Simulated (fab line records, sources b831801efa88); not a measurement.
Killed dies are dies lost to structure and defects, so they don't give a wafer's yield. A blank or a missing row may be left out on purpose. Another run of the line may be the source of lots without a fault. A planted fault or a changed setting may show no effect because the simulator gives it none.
What tool caused it? + flow gf180mcu + 36 wafers from 12 lots sampled at 5 of the route's 602 steps

WHAT THE GAUGES SHOWED, per wafer
GF_VT_IMPLANT_OVL_MEAS_29. Usual: for VT_IMPLANT_02_OVL the level is -1.0 nm and the standard deviation is 1.2.
| lot  | measured     | on         | VT_IMPLANT_02_OVL (nm) | flag |
|------|--------------|------------|------------------------|------|
| L115 | day 7 10:29  | overlay-02 | -2.2 -1.3 -3.6         |      |
| L116 | day 7 17:32  | overlay-01 | 0.1 0.6 0.9            |      |
| L117 | day 7 21:16  | overlay-01 | -2.1 -1.3 -1.8         |      |
| L118 | day 8 06:20  | overlay-02 | 1.3 0.3 0.9            |      |
| L119 | day 8 12:54  | overlay-02 | -1.8 -0.7 -0.8         |      |
| L126 | day 10 09:34 | overlay-02 | -1.9 -1.4 -2.7         |      |
| L128 | day 11 01:08 | overlay-02 | 0.3 -0.2 -2.1          |      |
| L130 | day 11 11:13 | overlay-02 | -3.0 -2.8 -2.0         |      |
| L131 | day 11 17:46 | overlay-01 | 0.2 -1.1 -0.6          |      |
| L132 | day 12 00:31 | overlay-02 | -0.4 1.1 0.0           |      |
| L134 | day 12 14:36 | overlay-01 | -0.2 -1.1 0.9          |      |
| L135 | day 12 20:46 | overlay-01 | -2.9 -2.3 -2.0         |      |

GF_DUAL_GATE_THK_MEAS_03. Usual: for DUAL_GATE_OXIDATION_00_THK the level is 11.03 nm and the standard deviation is 0.22.
| lot  | measured     | on           | DUAL_GATE_OXIDATION_00_THK (nm) | flag |
|------|--------------|--------------|---------------------------------|------|
| L115 | day 8 05:17  | filmMetro-02 | 11.41 11.10 11.35               |      |
| L116 | day 8 12:20  | filmMetro-02 | 10.73 10.61 10.64               |      |
| L117 | day 8 16:07  | filmMetro-04 | 11.04 11.05 11.08               |      |
| L118 | day 9 02:00  | filmMetro-02 | 9.59 9.60 9.53                  | OFF  |
| L119 | day 9 09:01  | filmMetro-02 | 9.21 9.24 9.36                  | OFF  |
| L126 | day 11 06:50 | filmMetro-02 | 10.90 11.05 11.04               |      |
| L128 | day 11 23:07 | filmMetro-02 | 11.07 10.73 10.79               |      |
| L130 | day 12 09:55 | filmMetro-03 | 10.82 11.16 10.82               |      |
| L131 | day 12 15:55 | filmMetro-04 | 11.24 11.25 11.25               |      |
| L132 | day 13 01:41 | filmMetro-04 | 10.91 10.90 10.83               |      |
| L134 | day 13 18:25 | filmMetro-04 | 11.16 11.13 11.10               |      |
| L135 | day 14 01:17 | filmMetro-02 | 11.42 11.40 11.41               |      |

GF_V1_OVL_MEAS_15. Usual: for V1_OVL the level is -2 nm and the standard deviation is 5.5.
| lot  | measured     | on         | V1_OVL (nm) | flag |
|------|--------------|------------|-------------|------|
| L115 | day 18 19:52 | overlay-02 | 9 0 8       |      |
| L116 | day 19 06:25 | overlay-02 | -2 -3 -11   |      |
| L117 | day 19 10:52 | overlay-02 | 3 -1 -2     |      |
| L118 | day 20 01:41 | overlay-01 | -7 -4 -6    |      |
| L119 | day 20 11:50 | overlay-01 | -4 -5 -3    |      |
| L126 | day 23 00:11 | overlay-02 | -5 -3 6     |      |
| L128 | day 23 22:13 | overlay-02 | -9 -15 -12  |      |
| L130 | day 24 13:16 | overlay-02 | -1 -1 3     |      |
| L131 | day 24 19:10 | overlay-01 | -6 -6 -5    |      |
| L132 | day 25 00:50 | overlay-02 | -6 -5 -2    |      |
| L134 | day 25 18:29 | overlay-02 | -11 -10 -4  |      |
| L135 | day 25 22:10 | overlay-02 | 6 -4 9      |      |

WHICH TOOL RAN EACH LOT (tool, then ch and the chambers of the sampled wafers, then the start)
| lot  | GF_DUAL_GATE_OXIDATION_02     | GF_HV_LDD_ETCHBACK_58             |
|------|-------------------------------|-----------------------------------|
| L115 | furnace-02 ch 0, day 8 03:49  | rieDiel-01 ch 0,1, day 13 04:54   |
| L116 | furnace-01 ch 0, day 8 10:52  | rieDiel-02 ch 0,1, day 13 12:56   |
| L117 | furnace-01 ch 0, day 8 14:39  | rieDiel-04 ch 1,2, day 13 17:37   |
| L118 | furnace-02 ch 0, day 9 00:32  | rieDiel-02 ch 0,1, day 14 06:26   |
| L119 | furnace-02 ch 0, day 9 07:34  | rieDiel-02 ch 1,2,3, day 14 13:35 |
| L126 | furnace-01 ch 0, day 11 05:23 | rieDiel-04 ch 0,1, day 16 22:49   |
| L128 | furnace-02 ch 0, day 11 21:39 | rieDiel-04 ch 0,1,3, day 17 22:01 |
| L130 | furnace-01 ch 0, day 12 08:28 | rieDiel-02 ch 1,2,3, day 18 11:04 |
| L131 | furnace-01 ch 0, day 12 14:29 | rieDiel-01 ch 0,2,3, day 18 17:10 |
| L132 | furnace-01 ch 0, day 13 00:14 | rieDiel-02 ch 1,2,3, day 19 00:14 |
| L134 | furnace-01 ch 0, day 13 16:59 | rieDiel-04 ch 0,1,3, day 19 18:13 |
| L135 | furnace-01 ch 0, day 13 23:50 | rieDiel-04 ch 0,1,2, day 20 00:38 |
- GF_DUAL_GATE_OXIDATION_02: stabilise 600 s, purge 300 s, target thk 10.887 nm.
- GF_HV_LDD_ETCHBACK_58: etches Si3N4 in CH3F/O2, stops on SiO2, time 100 s, target depth 90 nm.

WHAT THE TOOLS THEMSELVES READ (means of the sampled wafers that have a number; where no wafer has one, the mark that the record gives instead)
GF_DUAL_GATE_OXIDATION_02. Usual: spikeTcBottomC 920 C, standard deviation 3; spikeTcCentreC 900.2 C, standard deviation 1.6; spikeTcLowerC 901.1 C, standard deviation 0.9; spikeTcTopC 912.3 C, standard deviation 2.1; spikeTcUpperC 899.2 C, standard deviation 1.1; tubeCenterTempC 900.01 C, standard deviation 0.078; tube_center_temp_C_max 902.3, standard deviation 0.36; zonePowerBottomPct 27.1 %, standard deviation 0.51.
| lot  | tool       | spikeTcBottomC (C) | spikeTcCentreC (C) | spikeTcLowerC (C) | spikeTcTopC (C) | spikeTcUpperC (C) | tubeCenterTempC (C) | tube_center_temp_C_max | zonePowerBottomPct (%) | flag |
|------|------------|--------------------|--------------------|-------------------|-----------------|-------------------|---------------------|------------------------|------------------------|------|
| L115 | furnace-02 | 915                | 898.0              | 901.1             | 915.8           | 900.6             | 900.01              | 902.5                  | 28.0                   |      |
| L116 | furnace-01 | 923                | 900.8              | 901.1             | 910.8           | 898.5             | 900.02              | 902.1                  | 26.8                   |      |
| L117 | furnace-01 | 923                | 901.3              | 900.9             | 910.9           | 899.8             | 899.97              | 902.3                  | 26.9                   |      |
| L118 | furnace-02 | 901                | 882.6              | 885.5             | 900.1           | 885.3             | 884.71              | 886.9                  | 26.5                   | OFF  |
| L119 | furnace-02 | 901                | 883.5              | 886.5             | 900.4           | 885.4             | 884.75              | 887.3                  | 27.0                   | OFF  |
| L126 | furnace-01 | 923                | 901.4              | 901.0             | 911.2           | 898.0             | 900.01              | 902.7                  | 26.9                   |      |
| L128 | furnace-02 | 916                | 898.0              | 901.2             | 914.4           | 899.6             | 900.04              | 902.4                  | 27.8                   |      |
| L130 | furnace-01 | 923                | 900.5              | 900.6             | 911.0           | 899.2             | 899.98              | 901.7                  | 26.9                   |      |
| L131 | furnace-01 | 923                | 900.8              | 901.3             | 911.2           | 898.2             | 900.04              | 902.3                  | 26.7                   |      |
| L132 | furnace-01 | 922                | 900.4              | 901.0             | 910.6           | 899.3             | 900.00              | 902.2                  | 26.7                   |      |
| L134 | furnace-01 | 922                | 901.2              | 901.2             | 911.3           | 899.3             | 900.00              | 902.1                  | 26.9                   |      |
| L135 | furnace-01 | 922                | 901.4              | 901.1             | 911.4           | 898.6             | 899.97              | 902.3                  | 27.0                   |      |

GF_HV_LDD_ETCHBACK_58. Usual: ch3fFlowSccm 40.00 sccm, standard deviation 0.11; drypumpMotorCurrentA 6.0 A, standard deviation 0.5; oesProductAu 0.845 a.u., standard deviation 0.0057; throttleValvePct 10.562 %, standard deviation 0.0096.
| lot  | tool       | ch3fFlowSccm (sccm) | drypumpMotorCurrentA (A) | oesProductAu (a.u.) | throttleValvePct (%) | flag |
|------|------------|---------------------|--------------------------|---------------------|----------------------|------|
| L115 | rieDiel-01 | 39.83               | 5.5                      | 0.843               | 10.550               |      |
| L116 | rieDiel-02 | 39.97               | 6.0                      | 0.848               | 10.554               |      |
| L117 | rieDiel-04 | 40.13               | 6.3                      | 0.843               | 10.563               |      |
| L118 | rieDiel-02 | 40.05               | 6.0                      | 0.835               | 10.559               |      |
| L119 | rieDiel-02 | 40.11               | 5.9                      | 0.850               | 10.577               |      |
| L126 | rieDiel-04 | 39.91               | 5.9                      | 0.847               | 10.565               |      |
| L128 | rieDiel-04 | 40.02               | 5.9                      | 0.843               | 10.560               |      |
| L130 | rieDiel-02 | 40.00               | 5.9                      | 0.848               | 10.565               |      |
| L131 | rieDiel-01 | 39.85               | 6.0                      | 0.843               | 10.559               |      |
| L132 | rieDiel-02 | 39.88               | 5.9                      | 0.837               | 10.547               |      |
| L134 | rieDiel-04 | 39.98               | 5.9                      | 0.844               | 10.554               |      |
| L135 | rieDiel-04 | 39.97               | 6.2                      | 0.844               | 10.557               |      |

THE ANSWER, worked out from the rows above alone
Rule: take the mean of a lot's wafers that have a number; if it is more than 3 standard deviations from the usual mean, the lot is off. A lot without any number at a reading at which 4 lots or more have one is off too. All remaining lots with rows at the step are treated as sound. After the gauges, taken in route order, come the tools' own readings; for these a lot's mean is taken, as printed above. At the first step where some lot is off, the reading lying furthest off is the one used; lots without a number count as furthest.
Off: L118, L119, at GF_DUAL_GATE_THK_MEAS_03 (DUAL_GATE_OXIDATION_00_THK).
If a tool, at a process step before that reading, ran all the lots that are off and no sound lot after the first of them, it fits. The gauges at GF_DUAL_GATE_THK_MEAS_03 aren't tried: what is off there is off at GF_DUAL_GATE_OXIDATION_02 too, on other tools, and a gauge's error can't cause that. No candidate that was tried fits.

WHAT THE SIMULATOR HAD PUT IN
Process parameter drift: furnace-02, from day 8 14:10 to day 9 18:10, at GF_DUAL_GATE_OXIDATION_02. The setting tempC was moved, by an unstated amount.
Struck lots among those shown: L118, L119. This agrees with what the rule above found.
